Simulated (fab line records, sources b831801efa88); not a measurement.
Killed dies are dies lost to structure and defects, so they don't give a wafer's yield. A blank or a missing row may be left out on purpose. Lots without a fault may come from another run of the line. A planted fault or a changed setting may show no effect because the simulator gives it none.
fab line records | flow sky130 | part 2 of 2: steps 30 to 40 of 40
record lots=5 wafers=15 last_day=47
route steps=708 shown SD_N@354 SD_P@359 RES_XHIGH@360 SALICIDE@361 LI_CONTACT@362 LOCAL_INTERCONNECT@387
lots that met no fault: from a run of the same line without faults
start_h: hours from the record's first day to the start of the lot's first wafer shown | wait_h: hours since the lot's step before | " the same as in the row above | L1.1+2: a row that stands for several wafers | - no value, or no start given | * or withheld: withheld | < > ~ a bound
route shown NAME@n: a module of which the file shows steps, and the number in the route of the first | usual: mean/standard deviation of fault-free wafers | same: alike in all rows | chamber/n: place in a boat | sites: the reading at each site | _std_site: their standard deviation | _edge_site: outer sites' mean less inner sites' | radius_mm: how far each site lies from the wafer's centre | mask NAME#n: copy n | behind: the tool/chamber that last shaped the wafer | hold: why the lot was held/for how many hours/how that ended | device: the transistor (n, p or np) that didn't switch | end of line: the same wafers' tests at the end of the route | a step without rows: its recipe alone | killed: dies lost to structure and defects at the first sort, not the wafer's yield | map: a wafer's dies, x killed, . not, _ none there
set.NAME: the setting as run; set.NAME@STEP: as run at that earlier step | model.NAME: the simulator's own value behind a step, which no gauge read
lots at some steps of the route; a table a step, a row a wafer
services: from which hour (start_h, from the record's first day; less than 0 if before it) a tool's chamber was out of use, for how many hours, and why
## steps
# step SKY_LI_CONTACT_RS_MEAS_22
# recipe thk_meas_gauge=four-point-probe reads=W_of_LI_CONTACT_CVD_21+TiN_of_LI_CONTACT_SPUTTER_20+Ti_of_LI_CONTACT_SPUTTER_19
# usual LI_CONTACT_W_RS=0.283/0.0047
# columns lot.wafer tool chamber start_h wait_h LI_CONTACT_W_RS[ohm/sq]
L074.2 film_metro-04 - 689.68 0.1 0.283
L074.3 " - " " 0.274
L074.4 " - " " 0.283
L076.3 film_metro-04 - 714.80 0.1 0.273
L076.4 " - " " 0.285
L076.5 " - " " 0.284
L079.2 film_metro-03 - 728.51 0.1 0.276
L079.3 " - " " 0.286
L079.4 " - " " 0.278
L078.1 film_metro-04 - 735.30 0.1 0.274
L078.3 " - " " 0.279
L078.6 " - " " 0.285
L082.3 film_metro-04 - 744.55 0.1 0.278
L082.5 " - " " 0.276
L082.6 " - " " 0.284
# step SKY_LI_CONTACT_THK_MEAS_23
# recipe thk_meas_gauge=xrf reads=W_of_LI_CONTACT_CVD_21
# usual LI_CONTACT_W_THK=409/9.3
# columns lot.wafer tool chamber start_h wait_h LI_CONTACT_W_THK[nm]
L074.2 film_metro-04 - 689.79 0.1 405
L074.3 " - " " 419
L074.4 " - " " 406
L076.3 film_metro-04 - 714.90 0.1 411
L076.4 " - " " 398
L076.5 " - " " 397
L079.2 film_metro-03 - 728.62 0.1 422
L079.3 " - " " 409
L079.4 " - " " 420
L078.1 film_metro-04 - 735.42 0.1 415
L078.3 " - " " 408
L078.6 " - " " 397
L082.3 film_metro-04 - 744.65 0.1 416
L082.5 " - " " 416
L082.6 " - " " 405
# step SKY_LI_CONTACT_CMP_24
# recipe stop_on=PSG t_overpolish_s=20 down_force_psi=3.5 platen_rpm=60 target_thk_nm=0 pad_velocity_m_s=0.94248
# usual motor_current_A=11.3/0.72 overpolish_run_s=20.001/0.0087 time_to_endpoint_s=98/3.1
# columns lot.wafer tool chamber start_h wait_h motor_current_A overpolish_run_s time_to_endpoint_s
L074.2 cmp-01 2 689.89 0.1 11.0 20.007 96
L074.3 " 3 " " 10.5 20.026 105
L074.4 " 0 " " 11.7 20.000 98
L076.3 cmp-01 2 714.94 0.0 10.9 19.990 96
L076.4 " 3 " " 11.6 19.986 94
L076.5 " 2 " " 11.6 19.994 95
L079.2 cmp-01 0 728.67 0.0 11.2 19.997 99
L079.3 " 1 " " 10.7 20.000 95
L079.4 " 3 " " 11.3 20.012 100
L078.1 cmp-01 0 735.48 0.1 11.3 19.987 103
L078.3 " 2 " " 11.4 19.980 99
L078.6 " 0 " " 11.5 19.993 97
L082.3 cmp-01 0 744.74 0.1 11.8 20.004 100
L082.6 " 3 " " 11.2 20.003 101
L082.5 " 0 " " 10.8 19.994 95
# step SKY_LOCAL_INTERCONNECT_SPUTTER_00
# recipe material=TiN target_thk_nm=100 temp_c=300 power_w=6500 time_s=83.3 chamber_pressure_pa=0.4
# usual substrate_temp_c=300.00/0.19 throttle_valve_pct=30.0/1.2
# columns lot.wafer tool chamber start_h wait_h substrate_temp_c throttle_valve_pct
L074.2 pvd_sputter-01 - 690.14 0.2 299.75 28.6
L074.3 " - " " 299.97 30.1
L074.4 " - " " 299.91 30.4
L076.3 pvd_sputter-03 - 715.24 0.2 299.88 30.1
L076.4 " - " " 299.86 30.1
L076.5 " - " " 300.09 29.9
L079.2 pvd_sputter-01 - 728.97 0.2 300.26 31.6
L079.3 " - " " 300.05 30.2
L079.4 " - " " 300.08 28.5
L078.1 pvd_sputter-04 - 735.78 0.2 300.06 29.3
L078.3 " - " " 299.81 33.0
L078.6 " - " " 299.80 30.7
L082.3 pvd_sputter-03 - 744.99 0.2 300.04 27.9
L082.5 " - " " 299.61 29.9
L082.6 " - " " 300.05 30.1
# step SKY_LOCAL_INTERCONNECT_RS_MEAS_01
# recipe thk_meas_gauge=four-point-probe reads=TiN_of_LOCAL_INTERCONNECT_SPUTTER_00
# usual LOCAL_INTERCONNECT_TIN_RS=14.16/0.13
# columns lot.wafer tool chamber start_h wait_h LOCAL_INTERCONNECT_TIN_RS[ohm/sq]
L074.2 film_metro-04 - 690.22 0.1 14.37
L074.3 " - " " 14.46
L074.4 " - " " 14.50
L076.3 film_metro-02 - 715.34 0.1 14.08
L076.4 " - " " 14.02
L076.5 " - " " 13.92
L079.2 film_metro-01 - 729.06 0.1 14.08
L079.3 " - " " 14.23
L079.4 " - " " 13.93
L078.1 film_metro-01 - 735.84 0.0 14.28
L078.3 " - " " 14.40
L078.6 " - " " 14.14
L082.3 film_metro-01 - 745.09 0.1 14.07
L082.5 " - " " 14.14
L082.6 " - " " 14.08
# step SKY_LOCAL_INTERCONNECT_THK_MEAS_02
# recipe thk_meas_gauge=xrf reads=TiN_of_LOCAL_INTERCONNECT_SPUTTER_00
# usual LOCAL_INTERCONNECT_TIN_THK=101.3/1.1
# columns lot.wafer tool chamber start_h wait_h LOCAL_INTERCONNECT_TIN_THK[nm]
L074.2 film_metro-04 - 690.33 0.1 99.4
L074.3 " - " " 99.4
L074.4 " - " " 98.8
L076.3 film_metro-02 - 715.44 0.1 101.9
L076.4 " - " " 102.4
L076.5 " - " " 102.8
L079.2 film_metro-01 - 729.17 0.1 101.6
L079.3 " - " " 100.7
L079.4 " - " " 102.7
L078.1 film_metro-01 - 735.96 0.1 99.9
L078.3 " - " " 98.9
L078.6 " - " " 101.0
L082.3 film_metro-01 - 745.19 0.1 101.0
L082.5 " - " " 100.9
L082.6 " - " " 100.8
# step SKY_LOCAL_INTERCONNECT_DEHYDRATE_03
# recipe temp_c=200 time_s=60
# columns lot.wafer tool chamber start_h wait_h
L074.2+3+4 litho_track-03 0 703.45 13.1
L076.3+4+5 litho_track-04 0 728.33 12.9
L079.2+3+4 litho_track-02 0 743.04 13.9
L078.1+3+6 litho_track-03 0 748.73 12.8
L082.3+5+6 litho_track-04 0 758.43 13.2
# step SKY_LOCAL_INTERCONNECT_HMDS_04
# recipe prime_time_s=60 prime_temp_c=120
# columns lot.wafer tool chamber start_h wait_h
L074.2+3+4 litho_track-03 0 703.60 0.1
L076.3+4+5 litho_track-04 0 728.48 0.1
L079.2+3+4 litho_track-02 0 743.19 0.1
L078.1+3+6 litho_track-03 0 748.88 0.1
L082.3+5+6 litho_track-04 0 758.58 0.1
# step SKY_LOCAL_INTERCONNECT_COAT_05
# recipe resist=BARC temp_c=withheld time_s=withheld spin_rpm=3000 resist_thk_nm=60
# usual spin_speed_rpm=2999.9/2
# columns lot.wafer tool chamber start_h wait_h spin_speed_rpm
L074.2 litho_track-03 0 703.75 0.1 2999.0
L074.3 " 0 " " 2998.7
L074.4 " 0 " " 3000.7
L076.3 litho_track-04 0 728.63 0.1 3001.4
L076.4 " 0 " " 3004.6
L076.5 " 0 " " 3001.7
L079.2 litho_track-02 0 743.34 0.1 2999.1
L079.3 " 0 " " 3000.2
L079.4 " 0 " " 2998.0
L078.1 litho_track-03 0 749.03 0.1 3000.5
L078.3 " 0 " " 3000.3
L078.6 " 0 " " 3000.8
L082.3 litho_track-04 0 758.73 0.1 3002.8
L082.5 " 0 " " 3002.2
L082.6 " 0 " " 3000.8
# step SKY_LOCAL_INTERCONNECT_COAT_06
# recipe resist=KrF-thick spin_rpm=3000 resist_thk_nm=450
# usual spin_speed_rpm=2999.9/1.9
# columns lot.wafer tool chamber start_h wait_h spin_speed_rpm
L074.2 litho_track-03 0 - - 3000.1
L074.3 " 0 " " 3000.4
L074.4 " 0 " " 3000.8
L076.3 litho_track-04 0 - - 3000.1
L076.4 " 0 " " 2998.3
L076.5 " 0 " " 3001.9
L079.2 litho_track-02 0 - - 3002.9
L079.3 " 0 " " 3004.8
L079.4 " 0 " " 3001.6
L078.1 litho_track-03 0 - - 2998.9
L078.3 " 0 " " 3000.4
L078.6 " 0 " " 3002.9
L082.3 litho_track-04 0 - - 2997.8
L082.5 " 0 " " 3000.7
L082.6 " 0 " " 2998.1
# step SKY_LOCAL_INTERCONNECT_SOFTBAKE_07
# recipe temp_c=100 time_s=90 resist=KrF-thick
# columns lot.wafer tool chamber start_h wait_h
L074.2+3+4 litho_track-03 0 - -
L076.3+4+5 litho_track-04 0 - -
L079.2+3+4 litho_track-02 0 - -
L078.1+3+6 litho_track-03 0 - -
L082.3+5+6 litho_track-04 0 - -
## services
# columns tool chamber start_h hours kind
cmp-02 - 640.70 1.9 repair
cvd_w-01 1 644.51 13.9 repair
rie_diel-03 3 646.18 1.5 repair
rie_diel-04 1 650.34 5.6 repair
cmp-01 - 666.82 0.7 repair
rie_diel-04 - 669.53 1.6 repair
cmp-02 - 669.59 0.2 repair
plasma_asher-03 - 671.43 0.4 repair
pvd_sputter-01 - 673.31 5.1 repair
rie_diel-03 0 684.41 11.8 repair
rie_diel-04 2 689.74 10.1 repair
hdpcvd-01 0 689.83 10.7 repair
cmp-02 - 707.06 2.0 repair
pvd_sputter-03 - 715.85 5.4 repair
hdpcvd-01 - 715.99 2.8 pm
plasma_asher-02 - 717.55 2.3 repair
krf_scanner-02 - 725.03 1.0 pm
krf_scanner-02 - 729.75 0.8 repair
cmp-02 - 729.94 3.3 repair
rie_diel-04 3 734.18 3.0 repair
cmp-02 - 744.00 4.0 pm
cmp-01 - 753.50 1.7 repair
rie_diel-03 3 755.81 12.8 repair
rie_diel-03 0 756.05 4.8 repair
